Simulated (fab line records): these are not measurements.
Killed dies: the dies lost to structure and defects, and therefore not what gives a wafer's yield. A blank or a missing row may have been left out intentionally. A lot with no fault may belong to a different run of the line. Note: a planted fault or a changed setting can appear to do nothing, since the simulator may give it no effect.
Matching of chambers	flow sky130	rieDiel-03 running SKY_SONOS_ONO_ETCH_15: 3 sister chambers
The step etches the open film in CHF3/O2, target depth 19.52 nm, time 7.8 s. 14 wafers are shown with their chamber, then 4 later ones without.

WAFERS WITH THEIR CHAMBER
wafer	chamber	drypumpMotorCurrentA (A)	oesProductAu (a.u.)	throttleValvePct (%)
L509.1	0	5.1	1.009	8.822
L509.2	1	4.8	1.010	8.832
L509.6	0	5.2	1.003	8.830
L512.3	0	5.2	1.015	8.833
L512.5	0	5.1	1.013	8.824
L512.6	1	4.8	1.000	8.832
L515.2	0	5.1	0.999	8.828
L515.3	3	6.3	0.994	8.833
L515.4	3	6.4	0.990	8.818
L517.2	0	5.2	1.000	8.830
L517.5	3	6.4	1.007	8.830
L517.6	1	4.8	1.003	8.831
L520.2	1	4.8	0.998	8.812
L520.5	3	6.5	0.997	8.822

SIGNATURES (means of the wafers above)
reading	chamber 0	chamber 1	chamber 3	scatter within a chamber
drypumpMotorCurrentA	5.150	4.800	6.400	0.0564
oesProductAu	1.00650	1.00275	0.99700	0.00655
throttleValvePct	8.82783	8.82675	8.82575	0.00688
Rule: distance of a wafer from a chamber = root of the sum over the readings of ((wafer's reading minus chamber's mean) / reading's scatter) squared. The wafer belongs to the nearest chamber; if the next one is less than 2 further off, it can't be placed. How the scatter is found: for the shown wafers, subtract from each reading the mean of its chamber, square and add these, divide the total by (wafers less chambers), then take the root.

WAFERS MISSING THEIR CHAMBER
wafer	drypumpMotorCurrentA (A)	oesProductAu (a.u.)	throttleValvePct (%)
L521.3	6.4	1.001	8.822
L521.6	6.4	1.011	8.833
L526.1	4.8	0.993	8.833
L526.4	4.8	0.997	8.830

CHAMBER TAKEN BY EACH
wafer	from the rows above	in truth
L521.3	3	3
L521.6	3	3
L526.1	1	1
L526.4	1	1
4 of 4 placed correctly. Not placeable from these rows: 0. 0 placed wrongly.
